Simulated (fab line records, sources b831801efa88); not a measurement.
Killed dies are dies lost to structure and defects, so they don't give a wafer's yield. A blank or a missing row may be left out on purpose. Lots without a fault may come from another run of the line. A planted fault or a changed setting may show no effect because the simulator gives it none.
fab line records | flow sky130
record lots=4 wafers=12 last_day=50
route steps=708 shown METAL2@491 VIA2@507 METAL3@532 PAD_OPEN@708
lots that met no fault: from a run of the same line without faults
start_h: hours from the record's first day to the start of the lot's first wafer shown | wait_h: hours since the lot's step before | " the same as in the row above | L1.1+2: a row that stands for several wafers | - no value, or no start given | * or withheld: withheld | < > ~ a bound
route shown NAME@n: a module of which the file shows steps, and the number in the route of the first | usual: mean/standard deviation of fault-free wafers | same: alike in all rows | chamber/n: place in a boat | sites: the reading at each site | _std_site: their standard deviation | _edge_site: outer sites' mean less inner sites' | radius_mm: how far each site lies from the wafer's centre | mask NAME#n: copy n | behind: the tool/chamber that last shaped the wafer | hold: why the lot was held/for how many hours/how that ended | device: the transistor (n, p or np) that didn't switch | end of line: the same wafers' tests at the end of the route | a step without rows: its recipe alone | killed: dies lost to structure and defects at the first sort, not the wafer's yield | map: a wafer's dies, x killed, . not, _ none there
set.NAME: the setting as run; set.NAME@STEP: as run at that earlier step | model.NAME: the simulator's own value behind a step, which no gauge read
lots at some steps of the route; a table a step, a row a wafer
services: from which hour (start_h, from the record's first day; less than 0 if before it) a tool's chamber was out of use, for how many hours, and why
## steps
# step SKY_METAL2_HMDS_08
# recipe prime_time_s=60 prime_temp_c=120
# step SKY_METAL2_COAT_09
# recipe resist=BARC temp_c=withheld time_s=withheld spin_rpm=3000 resist_thk_nm=60
# step SKY_METAL2_COAT_10
# recipe resist=KrF-thick spin_rpm=3000 resist_thk_nm=450
# step SKY_METAL2_SOFTBAKE_11
# recipe temp_c=100 time_s=85.92 resist=KrF-thick
# step SKY_METAL2_EXPOSE_12
# recipe mask_id=MM2 na=0.8 source_shape=annular sigma_inner=0.55 sigma_outer=0.85 target_cd_nm=140 dose_mj=28
# step SKY_METAL2_PEB_13
# recipe peb_temp_c=withheld peb_time_s=withheld resist=KrF-thick
# step SKY_METAL2_DEVELOP_14
# recipe develop_time_s=60 resist=KrF-thick dev_temp_c=21
# step SKY_METAL2_DESCUM_17
# recipe chemistry=O2 source_power_w=150 bias_power_w=0 pressure_mtorr=10 temp_c=40 time_s=8
# step SKY_METAL2_ETCH_18
# recipe chemistry=N2/H2 target=BARC ion_energy_ev=200 bias_w=100 pressure_mtorr=30 n2_flow_sccm=100 h2_flow_sccm=200 icp_w=500 stop_on=SiO2 time_s=45.9 target_depth_a=600
# step SKY_METAL2_METAL_ETCH_19
# recipe target_depth_a=3600 stop_on=SiO2 over_etch_frac=0.3 time_s=78 chemistry=Cl2/BCl3 resist_sidewall_deg=88 pressure_mtorr=10 icp_w=900 bias_w=48.5 Cl2_flow_sccm=60 bcl3_flow_sccm=30
# step SKY_METAL2_STRIP_20
# recipe chemistry=O2/N2 power_w=1400 pressure_mtorr=1500 platen_temp_c=withheld o2_flow_sccm=3000 n2_flow_sccm=300 overash_fraction=0.5
# usual n2_flow_sccm=300.0/1 oes_product_au=0.344/0.0051 strip_time_to_endpoint_s=2.70/0.05
# same drypump_motor_current_A=6.4
# columns lot.wafer tool chamber start_h wait_h n2_flow_sccm oes_product_au rf_hours_counter_h strip_time_to_endpoint_s
L199.1 plasma_asher-03 0 831.67 0.1 298.7 0.348 40 2.70
L199.4 " 0 " " 299.0 0.351 - 2.72
L199.5 " 1 " " 300.3 0.339 - 2.70
L211.4 plasma_asher-03 0 917.85 0.1 300.6 0.352 - 2.77
L211.5 " 0 " " 299.1 0.347 - 2.79
L211.6 " 1 " " 299.8 0.343 - 2.75
L216.2 plasma_asher-03 0 952.56 0.1 299.9 0.345 53 2.73
L216.4 " 0 " " 297.1 0.350 - 2.72
L216.6 " 1 " " 300.2 0.345 - 2.70
L219.1 plasma_asher-03 0 974.71 0.1 299.8 0.335 56 2.63
L219.2 " 1 " " 300.1 0.350 56 2.64
L219.6 " 0 " " 299.5 0.336 - 2.64
# step SKY_METAL2_STRIP_21
# recipe chemistry=post_etch_residue_remover time_s=1200 temp_c=72.5
# step SKY_METAL2_CLEAN_22
# recipe chemistry=IPA time_s=180 temp_c=25
# step SKY_METAL2_CLEAN_23
# recipe chemistry=O3/DIW dry=n2_spin
# step SKY_VIA2_HDPCVD_00
# recipe material=SiO2 target_thk_nm=1180 sigma_open_frac=0.3 time_s=196.7 temp_c=400 sih4_flow_sccm=60 pressure_mtorr=6
# step SKY_VIA2_CMP_02
# recipe material=SiO2 down_force_psi=4 platen_rpm=60 pad_velocity_m_s=0.94248
# step SKY_VIA2_DEHYDRATE_04
# recipe temp_c=200 time_s=60
# step SKY_VIA2_HMDS_05
# recipe prime_time_s=60 prime_temp_c=120
# step SKY_VIA2_COAT_06
# recipe resist=BARC temp_c=withheld time_s=withheld spin_rpm=3000 resist_thk_nm=60
# step SKY_VIA2_COAT_07
# recipe resist=KrF-thick spin_rpm=3000 resist_thk_nm=450
# step SKY_VIA2_SOFTBAKE_08
# recipe temp_c=100 time_s=90 resist=KrF-thick
# step SKY_VIA2_EXPOSE_09
# recipe mask_id=VIM2 na=0.8 source_shape=annular sigma_inner=0.55 sigma_outer=0.85 target_cd_nm=200 dose_mj=38.87
# step SKY_VIA2_PEB_10
# recipe peb_temp_c=withheld peb_time_s=withheld resist=KrF-thick
# step SKY_VIA2_DEVELOP_11
# recipe develop_time_s=60 resist=KrF-thick dev_temp_c=21
# step SKY_VIA2_ETCH_14
# recipe chemistry=N2/H2 target=BARC ion_energy_ev=200 source_w=500 bias_w=100 pressure_mtorr=30 n2_flow_sccm=100 h2_flow_sccm=200 stop_on=SiO2 time_s=45.9 target_depth_a=600
# step SKY_VIA2_ETCH_15
# recipe target=SiO2 chemistry=C4F8/O2/Ar target_depth_nm=546 stop_on=TiN mask_material=KrF-thick source_w=1500 bias_w=1200 pressure_mtorr=40 c4f8_flow_sccm=withheld O2_flow_sccm=6 Ar_flow_sccm=300 time_s=84
# step SKY_VIA2_STRIP_16
# recipe chemistry=O2/N2 power_w=1400 pressure_mtorr=1500 platen_temp_c=withheld o2_flow_sccm=3000 n2_flow_sccm=300 overash_fraction=0.5
# step SKY_VIA2_STRIP_17
# recipe chemistry=post_etch_residue_remover time_s=1200 temp_c=72.5
# step SKY_VIA2_CLEAN_18
# recipe chemistry=IPA time_s=180 temp_c=25
# step SKY_VIA2_CLEAN_19
# recipe chemistry=O3/DIW dry=n2_spin
# step SKY_VIA2_SPUTTER_20
# recipe material=TiN target_thk_nm=20 chamber_pressure_pa=5 power_w=4000 time_s=80
# step SKY_VIA2_CVD_21
# recipe material=W target_thk_nm=420 time_s=126.4 temp_c=400 pressure_torr=40
# step SKY_VIA2_CMP_24
# recipe stop_on=SiO2 t_overpolish_s=20 down_force_psi=3.5 platen_rpm=60 target_thk_nm=0 pad_velocity_m_s=0.94248
# step SKY_METAL3_SPUTTER_00
# recipe material=Ti target_thk_nm=15 power_w=3000 time_s=10 chamber_pressure_pa=0.4
# step SKY_PAD_OPEN_PROBE_99
# usual defect_limited_yield=82.1/1.9 killed_at_M0_to_M3=45/6.8 killed_at_M4_up=3.0/1.7 killed_at_contacts=25/5.7 killed_at_front_end=15/4.6 killed_at_other=0.3/0.66 killed_dies=88/9.5 killed_open=48/7.3 killed_short=39/6.5 sort_bin_3_pad_short=0.9/0.47 sort_bin_5_function=10.6/1.5 sort_bin_6_memory=6.4/1.2 sort_n_pass=404/9.5 sort_yield_pct=82.1/1.9
# same gross_dies=492 killed_at_back_side=0 sort_bin_4_leakage[%]=0 sort_bin_8_speed[%]=0
# columns lot.wafer tool chamber start_h wait_h defect_limited_yield[%] killed_at_M0_to_M3 killed_at_M4_up killed_at_contacts killed_at_front_end killed_at_other killed_dies killed_open killed_short sort_bin_3_pad_short[%] sort_bin_5_function[%] sort_bin_6_memory[%] sort_n_pass sort_yield_pct[%] model.etest.tester.sort_n_pass model.etest.tester.sort_yield_pct model.etest.tester.sort_bin_5_pct model.etest.tester.sort_bin_3_pct
L199.1 prober-02 - 1081.84 0.1 79.9 56 4 32 7 0 99 57 42 0.6 12.6 6.9 393 79.9 393 79.88 12.6 0.6098
L199.4 prober-02 - 1081.99 0.2 80.9 53 1 24 16 0 94 59 35 0.8 12.2 6.1 398 80.9 398 80.89 12.2 0.813
L199.5 prober-02 - 1082.04 0.2 81.7 45 2 24 19 0 90 44 46 1.4 11.4 5.5 402 81.7 402 81.71 11.38 1.423
L211.4 prober-01 - 1151.45 0.2 81.9 40 4 26 19 0 89 52 37 1.0 9.1 7.9 403 81.9 403 81.91 9.146 1.016
L211.5 prober-01 - 1151.50 0.2 82.9 31 2 36 15 0 84 51 33 0.4 10.8 5.9 408 82.9 408 82.93 10.77 0.4065
L211.6 prober-01 - 1151.55 0.2 79.1 44 5 36 18 0 103 50 53 1.0 13.6 6.3 389 79.1 389 79.06 13.62 1.016
L216.2 prober-02 - 1174.86 0.1 82.9 43 2 24 14 1 84 47 36 0.4 10.8 5.9 408 82.9 408 82.93 10.77 0.4065
L216.4 prober-02 - 1174.96 0.2 79.5 57 4 27 13 0 101 67 34 1.0 11.6 7.9 391 79.5 391 79.47 11.59 1.016
L216.6 prober-02 - 1175.06 0.2 73.6 107 0 13 9 1 130 36 36 3.5 18.1 4.9 362 73.6 362 73.58 18.09 3.455
L219.1 prober-01 - 1190.90 0.1 79.3 47 4 35 16 0 102 59 43 0.8 14.4 5.5 390 79.3 390 79.27 14.43 0.813
L219.2 prober-01 - 1190.95 0.1 70.7 107 4 20 13 0 144 55 30 3.9 18.7 6.7 348 70.7 348 70.73 18.7 3.862
L219.6 prober-01 - 1191.15 0.2 79.5 58 3 19 20 1 101 58 43 1.6 12.2 6.7 391 79.5 391 79.47 12.2 1.626
# killed by level:class
L199.1 VIA1:geometric_particle:open=20 CONTACT:geometric_particle:open=12 VIA1:geometric_particle:short=11 LI_CONTACT:geometric_particle:open=9 VIA2:geometric_particle:open=7 LOCAL_INTERCONNECT:geometric_particle:short=5 CONTACT:geometric_particle:short=5 METAL1:geometric_particle:short=5
L199.4 VIA1:geometric_particle:open=14 LI_CONTACT:geometric_particle:open=11 VIA2:geometric_particle:open=9 METAL2:geometric_particle:short=8 VIA3:geometric_particle:open=7 CONTACT:geometric_particle:open=6 METAL1:geometric_particle:short=5 LOCAL_INTERCONNECT:geometric_particle:short=4
L199.5 VIA1:geometric_particle:open=11 CONTACT:geometric_particle:open=10 FIELD_ISO:geometric_particle:short=7 METAL2:geometric_particle:short=6 LI_CONTACT:geometric_particle:open=6 VIA2:geometric_particle:short=6 VIA2:geometric_particle:open=6 LI_CONTACT:geometric_particle:short=5
L211.4 CONTACT:geometric_particle:open=14 FIELD_ISO:geometric_particle:open=9 VIA2:geometric_particle:open=7 FIELD_ISO:geometric_particle:short=5 METAL1:geometric_particle:short=5 VIA1:geometric_particle:short=5 METAL2:geometric_particle:short=5 VIA3:geometric_particle:open=5
L211.5 LI_CONTACT:geometric_particle:open=9 CONTACT:geometric_particle:open=9 VIA1:geometric_particle:open=7 VIA2:geometric_particle:open=7 CONTACT:geometric_particle:short=6 LOCAL_INTERCONNECT:geometric_particle:open=5 LOCAL_INTERCONNECT:geometric_particle:short=5 METAL2:geometric_particle:short=5
L211.6 CONTACT:geometric_particle:open=10 LI_CONTACT:geometric_particle:open=9 FIELD_ISO:geometric_particle:short=8 LOCAL_INTERCONNECT:geometric_particle:short=7 VIA1:geometric_particle:open=7 CONTACT:geometric_particle:short=6 METAL1:geometric_particle:short=6 VIA2:geometric_particle:open=6
L216.2 VIA1:geometric_particle:open=12 LI_CONTACT:geometric_particle:open=7 CONTACT:geometric_particle:open=7 VIA2:geometric_particle:open=6 POLY_GATE:geometric_particle:open=5 CONTACT:geometric_particle:short=5 VIA1:geometric_particle:short=5 METAL2:geometric_particle:short=5
L216.4 LI_CONTACT:geometric_particle:open=16 VIA1:geometric_particle:open=13 VIA3:geometric_particle:open=10 CONTACT:geometric_particle:open=7 VIA1:geometric_particle:short=7 METAL2:geometric_particle:short=7 FIELD_ISO:geometric_particle:open=5 METAL1:geometric_particle:short=5
L216.6 METAL2:unspecified=57 VIA2:geometric_particle:open=9 METAL2:geometric_particle:short=9 VIA1:geometric_particle:open=6 VIA3:geometric_particle:open=6 VIA1:geometric_particle:short=5 VIA3:geometric_particle:short=5 LI_CONTACT:geometric_particle:open=4
L219.1 VIA1:geometric_particle:open=16 CONTACT:geometric_particle:open=14 VIA1:geometric_particle:short=7 FIELD_ISO:geometric_particle:open=6 LI_CONTACT:geometric_particle:open=6 CONTACT:geometric_particle:short=6 VIA3:geometric_particle:open=6 LOCAL_INTERCONNECT:geometric_particle:short=5
L219.2 METAL2:unspecified=59 VIA1:geometric_particle:open=16 CONTACT:geometric_particle:open=11 VIA3:geometric_particle:open=8 METAL1:geometric_particle:short=6 METAL2:geometric_particle:short=6 FIELD_ISO:geometric_particle:open=4 POLY_GATE:geometric_particle:open=4
L219.6 VIA1:geometric_particle:open=16 VIA1:geometric_particle:short=10 CONTACT:geometric_particle:open=9 VIA3:geometric_particle:open=8 METAL2:geometric_particle:short=6 POLY_GATE:geometric_particle:open=6 VIA2:geometric_particle:open=6 POLY_GATE:geometric_particle:short=5
# map L216.6 (x killed, . not)
__________.......x.._________
________.............._______
______......x.x...x....._____
_____...x................____
____................x.....___
___x..x.x..xx....x.........__
__..x....x.x...x.........x.._
_x...........x..........x..xx
_x........x.......x.x....x..x
_...x..x.x.x...x....x.x.x....
_........x......xxx.xxxxx.x..
_.......x..........xxxxxxxxx.
_...xxx.....x.x..xxxxxxxxxx..
_.........x......xxxxxxxxxxx.
_x..x..x........x.xxxxxxxxxx.
__....x.x......x.xxxxxxxxx.._
___.......x....x..xxx.x.xx.__
____.....x..............x.___
_____...x...xx....x...x..____
______........x..x.xx..._____
________............x._______
__________........x._________
# map L219.2 (x killed, . not)
__________......x..._________
________.x...........x_______
______..x......xx.x....._____
_____..........x.........____
____......x........x......___
___....x...x.....x.x.......__
__..x...x..x..x.x..x..xx...._
_...xx........x...xx.x.....xx
_..xxx.....x...........x..x..
_.............x....xx...xx...
_.........x.xx....xxxxxxxxx..
_....x..x....x.....xxxxxxxxx.
_.....xx..x......xxxxxxxxxx.x
_......xx...x.....xxxxxxxxx..
_...xx...........x.xxxxxxxx..
__...x.......x..x.xxxxxxxxx._
___.xx.....x..x....x.xxxx..__
____x.....xxx..x.x...xx...___
_____x....x....x....x....____
______..xx....x..x......_____
________.x.x........x._______
__________.x.x......_________
## services
# columns tool chamber start_h hours kind
plasma_asher-03 - 824.98 3.7 repair
## key
first_sign step=SKY_PAD_OPEN_PROBE_99 reading=killed_at_M0_to_M3 direction=up sigmas=9.2 usual=45 struck=107
effect step=SKY_PAD_OPEN_PROBE_99 reading=sort_bin_3_pad_short direction=up sigmas=6 usual=0.9 struck=3.7
model_effect step=SKY_PAD_OPEN_PROBE_99 value=etest.tester.sort_n_pass without=404.5 struck=355
met_at SKY_METAL2_STRIP_20
struck_wafers L216.6,L219.2
onset_between 917.85 952.56
fault kind=chamber_particle_source tool=plasma_asher-03 chamber=1 onset_h=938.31 steps=SKY_METAL2_STRIP_20 rate_per_visit_cm2=1.3389 end_h=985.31
